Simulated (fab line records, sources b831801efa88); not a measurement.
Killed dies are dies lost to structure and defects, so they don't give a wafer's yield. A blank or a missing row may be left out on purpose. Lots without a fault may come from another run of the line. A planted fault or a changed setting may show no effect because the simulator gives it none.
A struck lot beside a sound one | flow sfq_line | 21 steps out of a route of 325
Sound: wafers L495.1, L495.3, L495.6. Struck: wafers L488.2, L488.3, L488.5. The cause comes at the end.
At each step with rows: each side's tool, then ch and its chambers, then its first start. Under that, the readings that differ: sound wafers | struck wafers | difference of the means | sigmas: that difference in standard deviations of wafers without a fault.
alike: readings whose means differ by less than 2 such deviations, and words and numbers that are the same on both sides. not compared: withheld readings, readings that some wafer has no value for, bounds like >300 that may hide the same value, and numbers for which the record gives no deviation and whose values overlap.
The two part at a step that has a row with sigmas, a row that says differs or no value, or rows on one side only. Numbers that don't overlap but have no deviation are shown without sigmas and don't part them. A reading that every wafer of one side lacks parts them only if that side has two wafers or more.

first, 4 steps without rows for these wafers: SFQ_TRILAYER_JJ_CE_LITHO_SOFTBAKE_118; SFQ_TRILAYER_JJ_CE_LITHO_EXPOSE_115 (exposes mask J5, target cd 700 nm); SFQ_TRILAYER_JJ_CE_LITHO_PEB_117 (peb time 60 s); SFQ_TRILAYER_JJ_CE_LITHO_DEVELOP_116 (time 60 s).
SFQ_JJ_OVL_MEAS_931:
  sound on overlay-01, day 53 16:18; struck on overlay-02, day 52 04:59
  alike: J5_OVL
SFQ_TRILAYER_JJ_CE_METRO_MEASURE_117:
  sound on cd_sem-02, day 53 16:20; struck on cd_sem-01, day 52 05:13
  reading    | sound             | struck            | difference | sigmas
  cd_nm (nm) | 700.0 699.8 700.3 | 702.9 704.2 703.1 | +3.4       | +2
then, 1 step without rows for these wafers: SFQ_TRILAYER_JJ_CE_BARC_OPEN_RIE_150 (chemistry O2, target BARC, target depth 240 nm, time 80 s).
SFQ_TRILAYER_JJ_CE_ETCH_RIE_118: chemistry SF6, target Nb, stops on Al2O3, time 97.7 s, target depth 170 nm.
  sound on rie_metal-03 ch 0,1, day 53 17:38; struck on rie_metal-04 ch 0,1, day 52 06:19
  alike: drypump_motor_current_A, oes_product_au
  not compared: rf_hours_counter_h
then, 1 step without rows for these wafers: SFQ_TRILAYER_JJ_ANODIZE_ANODIZE_119.
SFQ_TRILAYER_JJ_CE_STRIP_STRIP_120: strips in O2.
  sound on rie_metal-01 ch 0,1, day 53 18:14; struck on rie_metal-03 ch 0,1, day 52 06:58
  alike: drypump_motor_current_A, oes_product_au, platen_temp_c
  not compared: rf_hours_counter_h
then, 2 steps without rows for these wafers: SFQ_TRILAYER_JJ_CE_STRIP_SOLV_CLEAN_121 (cleans in NMP, time 600 s); SFQ_TRILAYER_M5_LITHO_COAT_128 (resist thk 62 nm).
SFQ_TRILAYER_M5_LITHO_COAT_123: resist thk 600 nm.
  sound on litho_track-03 ch 0, day 53 19:19; struck on litho_track-02 ch 0, day 52 08:10
  reading                                             | sound                | struck               | difference | sigmas
  spin_speed_rpm (rpm)                                | 2999.2 2999.5 3002.1 | 2954.7 2952.8 2951.7 | -47.2      | -26
  model.KrF_of_TRILAYER_M5_LITHO_COAT_123.thk_nm (nm) | 603.2 602.7 600.7    | 605.1 605 603.9      | +2.5       |
  alike: resist_line_temp_C
then, 4 steps without rows for these wafers: SFQ_TRILAYER_M5_LITHO_SOFTBAKE_127; SFQ_TRILAYER_M5_LITHO_EXPOSE_124 (exposes mask M5, target cd 700 nm); SFQ_TRILAYER_M5_LITHO_PEB_126 (peb time 60 s); SFQ_TRILAYER_M5_LITHO_DEVELOP_125 (time 60 s).
-- the record jumps here: 5 days lie between the struck wafers' starts before and after --
SFQ_M5_OVL_MEAS_932:
  sound on overlay-02, day 59 01:54; struck on overlay-01, day 57 15:40
  alike: M5_OVL
SFQ_TRILAYER_M5_BARC_OPEN_METAL_ETCH_161: etches BARC in O2, target depth 125 nm, time 41.7 s.
  sound on rie_metal-04 ch 0,1, day 59 01:56; struck on rie_metal-04 ch 0,1, day 57 15:41
  alike: drypump_motor_current_A, oes_product_au
  not compared: rf_hours_counter_h
SFQ_TRILAYER_M5_ETCH_METAL_ETCH_126: etches Nb in Cl2/BCl3, stops on SiO2, time 203.2 s, target depth 265 nm.
  sound on rie_metal-04 ch 0,1, day 59 01:59; struck on rie_metal-04 ch 0,1, day 57 15:45
  reading                                             | sound             | struck            | difference | sigmas
  model.KrF_of_TRILAYER_M5_LITHO_COAT_123.thk_nm (nm) | 374.3 372.7 371.9 | 376.7 375.7 376.3 | +3.3       |
  alike: drypump_motor_current_A, oes_product_au
  not compared: rf_hours_counter_h
SFQ_TRILAYER_M5_STRIP_STRIP_127: strips in O2.
  sound on rie_metal-04 ch 0,1, day 59 02:11; struck on rie_metal-04 ch 0,1, day 57 15:57
  alike: drypump_motor_current_A, oes_product_au, platen_temp_c
  not compared: rf_hours_counter_h

WHERE THEY PART
First at SFQ_TRILAYER_JJ_CE_METRO_MEASURE_117; last, within this record, at SFQ_TRILAYER_M5_LITHO_COAT_123. Later steps at which nothing parts them and some readings are alike: SFQ_M5_OVL_MEAS_932, SFQ_TRILAYER_M5_BARC_OPEN_METAL_ETCH_161, SFQ_TRILAYER_M5_ETCH_METAL_ETCH_126, SFQ_TRILAYER_M5_STRIP_STRIP_127.

WHY: what the simulator had put in
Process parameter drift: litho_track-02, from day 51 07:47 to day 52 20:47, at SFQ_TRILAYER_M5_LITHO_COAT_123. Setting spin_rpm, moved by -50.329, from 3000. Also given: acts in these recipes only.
